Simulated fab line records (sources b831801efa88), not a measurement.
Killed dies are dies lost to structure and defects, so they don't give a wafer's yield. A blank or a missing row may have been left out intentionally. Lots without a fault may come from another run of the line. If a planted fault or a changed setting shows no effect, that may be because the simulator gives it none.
2 desks looking at one fault -- flow gf180mcu -- each desk has only its own numbers; what lay behind them comes last

## METROLOGY DESK
Means of the sampled wafers that have a number, per lot and without regard to the tool the lot ran on: this is what the gauges read. A lot is out of limits, marked OUT, if its mean lies more than 4 standard deviations from the usual mean; the brackets give that distance.
Columns: A = M3_OVL at GF_M3_OVL_MEAS_15, usual -4 nm; B = V4_W_RS at GF_V4_RS_MEAS_24, usual 0.327 ohm/sq; C = V4_W_THK at GF_V4_THK_MEAS_25, usual 360 nm
lot,first seen here,A,B,C
L975,day 21 13:53,2,0.328,355
L980,day 24 00:07,-10,0.329,363
L981,day 24 08:38,-3,0.301 (-6.7) OUT,400 (+6.7) OUT
L983,day 25 01:58,-8,0.331,359
L982,day 25 02:26,-6,0.267 (-15) OUT,451 (+15) OUT
L984,day 25 06:26,4,0.269 (-15) OUT,460 (+17) OUT
L993,day 27 16:08,-6,0.328,358
L994,day 28 08:29,-4,0.324,363
L996,day 28 11:23,-6,0.326,366
L997,day 29 01:11,-3,0.324,360
L998,day 29 06:59,4,0.329,356
This desk's finding: out of limits on L981, L982, L984; first on L981, day 27 05:46 (V4_W_RS at GF_V4_RS_MEAS_24). L975, L980, L983, L993, L994, L996, L997, L998: within limits.

## TOOL OWNER'S DESK, cvdW-02
The tool's own readings at GF_V4_CVD_23 (deposits W, target thk 350 nm, time 104.9 s): means of the sampled wafers that have a number, for each lot that ran on this tool. A lot is out of limits, marked OUT, if its mean lies more than 4 standard deviations from the usual mean; the brackets give that distance.
Columns: A = heaterPowerW at GF_V4_CVD_23, usual 863 W
lot,first seen here,A
L975,day 24 17:50,885
L980,day 26 22:02,859
L981,day 27 05:40,887
L982,day 27 23:23,865
L984,day 28 03:11,856
L994,day 30 23:13,874
L998,day 31 20:17,856
This desk found nothing out of limits on any of the 7 lots.

## TAKEN TOGETHER
An alarm was possible from the metrology desk at day 27 05:46, on L981, L982, L984.
The tool owner's desk saw nothing out of limits.
Tool owner's desk: L981, L982, L984 on record, inside its limits.
The lots listed all ran GF_V4_CVD_23 on cvdW-02.

## WHAT THE SIMULATOR PUT IN
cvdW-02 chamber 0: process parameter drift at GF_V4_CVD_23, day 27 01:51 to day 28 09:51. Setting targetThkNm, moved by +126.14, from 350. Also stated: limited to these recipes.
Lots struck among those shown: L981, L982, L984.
Per desk, hours elapsed from the start of the fault to the first reading out of limits: for the metrology desk, 4.
